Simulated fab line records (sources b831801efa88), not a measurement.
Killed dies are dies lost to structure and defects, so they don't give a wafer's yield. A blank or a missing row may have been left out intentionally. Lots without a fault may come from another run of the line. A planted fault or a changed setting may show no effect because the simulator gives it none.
2 desks, one fault -- flow sky130 -- only its own numbers are on each desk; what lay behind them is given at the end

THE METROLOGY DESK
Lot by lot, what the gauges showed, no matter which tool ran the lot: averages of those sampled wafers that carry a number. If a lot's mean is further than 4 standard deviations from the usual mean, the lot is out of limits and carries the mark OUT (the distance appears in the brackets).
Columns: A = METAL2_OVL at SKY_METAL2_OVL_MEAS_16, usual 5 nm; B = VIA2_OVL at SKY_VIA2_OVL_MEAS_13, usual -1 nm; C = CAPM_CVD_00_THK at SKY_CAPM_THK_MEAS_01, usual 15.40 nm; D = CAPM_OVL at SKY_CAPM_OVL_MEAS_12, usual 0.4 nm
lot,first seen here,A,B,C,D
L137,day 37 14:04,8,-2,15.36,0.1
L138,day 37 20:38,11,-5,15.24,-0.9
L139,day 38 03:21,-6,-12,15.65,0.7
L140,day 38 08:38,0,-6,15.38,-1.1
L142,day 38 13:29,7,0,15.47,0.0
L141,day 38 13:50,5,-1,15.29,0.7
L145,day 39 08:39,10,5,14.80,1.3
L147,day 39 20:35,11,-7,15.02,-1.6
L149,day 40 05:18,8,2,14.93,0.3
L153,day 41 14:25,14,-1,15.33,0.6
L154,day 41 17:44,1,-2,15.33,0.4
L155,day 42 00:31,5,-3,15.17,-1.2
Result from this desk: across the 12 lots, nothing is out of limits.

THE TOOL OWNER'S DESK: pecvd-01
The tool's own readings at SKY_CAPM_CVD_00 (deposits SiO2, target thk 15.5 nm): means of the sampled wafers that have a number, for each lot that ran on this tool. If a lot's mean is further than 4 standard deviations from the usual mean, the lot is out of limits and carries the mark OUT (the distance appears in the brackets).
Columns: A = heater-power-w at SKY_CAPM_CVD_00, usual 749 W
lot,first seen here,A
L137,day 38 18:53,826
L138,day 39 01:42,730
L141,day 39 18:07,881
L145,day 40 11:52,836
L147,day 40 23:23,830
L149,day 41 08:45,824
Result from this desk: across the 6 lots, nothing is out of limits.

PUT TOGETHER
Nothing out of limits was seen by the metrology desk.
The desk of the tool owner found nothing out of limits.

WHAT HAD BEEN PUT IN BY THE SIMULATOR
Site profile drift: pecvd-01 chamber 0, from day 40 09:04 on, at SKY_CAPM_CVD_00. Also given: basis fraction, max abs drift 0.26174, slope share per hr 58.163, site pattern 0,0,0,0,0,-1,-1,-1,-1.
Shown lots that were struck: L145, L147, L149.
